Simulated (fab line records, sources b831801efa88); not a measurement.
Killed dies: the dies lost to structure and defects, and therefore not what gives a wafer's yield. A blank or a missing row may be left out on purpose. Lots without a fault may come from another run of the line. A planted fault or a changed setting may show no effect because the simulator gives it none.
A struck lot beside a sound one / flow sfqLine / 17 out of 325 route steps
Sound: these wafers, L618.1, L618.2, L618.4. Struck: wafers L627.1, L627.5 (left out: L627.3, a lot-mate that was not struck); the cause follows at the end.
At each step with rows: each side's tool, then ch and its chambers, then its first start. Under that, the readings that differ: sound wafers / struck wafers / difference of the means / sigmas: that difference in standard deviations of wafers without a fault.
alike: a reading whose means differ by less than 2 such deviations, as well as words and numbers matching on both sides. not compared: withheld readings; readings where some wafer has no value; bounds like >300 that might hide an equal value; numbers whose values overlap and for which the record gives no deviation.
A row with sigmas, a row that says differs or no value, or rows on one side alone: a step with any of these is where the two part. Non-overlapping numbers with no deviation appear without sigmas and do not part them. A reading missing from all wafers of one side parts the sides only when that side holds two or more wafers.

SFQ_TRILAYER_L0_VIA_BARC_OPEN_VIA_ETCH_021: etches BARC in O2, target depth 125 nm, time 41.7 s.
  sound on rieDiel-01 ch 0,2,3, day 9 02:14; struck on rieDiel-02 ch 3, day 12 02:14
  alike: drypumpMotorCurrentA, oesProductAu, rfFwdPowerW
  not compared: rfHoursCounterH
SFQ_TRILAYER_L0_VIA_ETCH_VIA_ETCH_016: etches SiO2 in CHF3, stops on MoNx KI, target depth 80 nm.
  sound on rieDiel-01 ch 0,2,3, day 9 02:16; struck on rieDiel-02 ch 3, day 12 02:16
  alike: drypumpMotorCurrentA, oesProductAu, rfFwdPowerW
SFQ_TRILAYER_L0_VIA_STRIP_STRIP_017: strips in O2.
  sound on rieMetal-03 ch 0, day 9 02:19; struck on rieMetal-03 ch 0,1, day 12 02:19
  alike: drypumpMotorCurrentA, oesProductAu
  not compared: rfHoursCounterH
then, 2 steps without rows for these wafers: SFQ_TRILAYER_L0_VIA_STRIP_SOLV_CLEAN_018 (cleans in NMP, time 600 s); SFQ_TRILAYER_M0_DEP_PRE_CLEAN_020 (time 15 s).
SFQ_TRILAYER_M0_DEP_SPUTTER_019: material Nb, target thk 200 nm, time 133.3 s.
  sound: pvdSputter-06 at day 9 03:43; struck: pvdSputter-06 at day 12 03:07
  alike: cathodeDcPowerW, substrateTempC, throttleValvePct
SFQ_M0_RS_MEAS_904: measures by four-point-probe.
  sound: filmMetro-01 at day 9 03:49; struck: filmMetro-04 at day 12 03:13
  alike: M0_NB_RS
then, 4 steps without rows for these wafers: SFQ_TRILAYER_M0_LITHO_COAT_026 (resist thk 62 nm); SFQ_TRILAYER_M0_LITHO_COAT_021 (resist thk 600 nm); SFQ_TRILAYER_M0_LITHO_SOFTBAKE_025; SFQ_TRILAYER_M0_LITHO_EXPOSE_022 (exposes mask M0, target cd 500 nm).
-- the record jumps here: 5 days lie between the struck wafers' starts before and after --
SFQ_TRILAYER_M0_LITHO_PEB_024: peb time 60 s.
  sound on lithoTrack-02 ch 0, day 13 17:29; struck on lithoTrack-04 ch 0, day 17 02:53
reading=heaterPowerTotalW (W); sound=79.10 79.18 79.16; struck=86.20 86.07; difference=+6.99; sigmas=+99 or more
then, 1 step without rows for these wafers: SFQ_TRILAYER_M0_LITHO_DEVELOP_023 (time 60 s).
SFQ_M0_OVL_MEAS_906:
  sound: overlay-01 at day 13 17:47; struck: overlay-02 at day 17 03:11
  alike: M0_OVL
SFQ_TRILAYER_M0_BARC_OPEN_METAL_ETCH_031: etches BARC in O2, target depth 125 nm, time 41.7 s.
  sound on rieMetal-03 ch 0,1, day 13 17:50; struck on rieMetal-03 ch 0,1, day 17 03:13
reading=model.M0.cdNm (nm); sound=501.3 501.4 501.3; struck=538.4 540.1; difference=+37.9; sigmas=
  alike: drypumpMotorCurrentA, oesProductAu, rfFwdPowerW
  not compared: rfHoursCounterH
SFQ_TRILAYER_M0_ETCH_METAL_ETCH_024: etches Nb in Cl2/Ar, stops on SiO2, target depth 240 nm, time 120 s.
  sound on rieMetal-03 ch 0,1, day 13 17:53; struck on rieMetal-03 ch 0,1, day 17 03:17
reading=model.M0.cdNm (nm); sound=501.1 502 500.8; struck=539.2 539.7; difference=+38.2; sigmas=
  alike: drypumpMotorCurrentA, oesProductAu, rfFwdPowerW
  not compared: rfHoursCounterH
SFQ_TRILAYER_M0_STRIP_STRIP_025: strips in O2.
  sound on rieMetal-03 ch 0,1, day 13 18:01; struck on rieMetal-03 ch 0,1, day 17 03:25
  alike: drypumpMotorCurrentA, oesProductAu
  not compared: rfHoursCounterH

WHERE THEY PART
Within this record, at SFQ_TRILAYER_M0_LITHO_PEB_024 only. Later steps at which nothing parts them and some readings are alike: SFQ_M0_OVL_MEAS_906, SFQ_TRILAYER_M0_BARC_OPEN_METAL_ETCH_031, SFQ_TRILAYER_M0_ETCH_METAL_ETCH_024, SFQ_TRILAYER_M0_STRIP_STRIP_025.

WHY: what the simulator had put in
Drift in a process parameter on lithoTrack-04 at SFQ_TRILAYER_M0_LITHO_PEB_024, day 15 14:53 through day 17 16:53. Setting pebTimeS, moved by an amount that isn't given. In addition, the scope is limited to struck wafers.
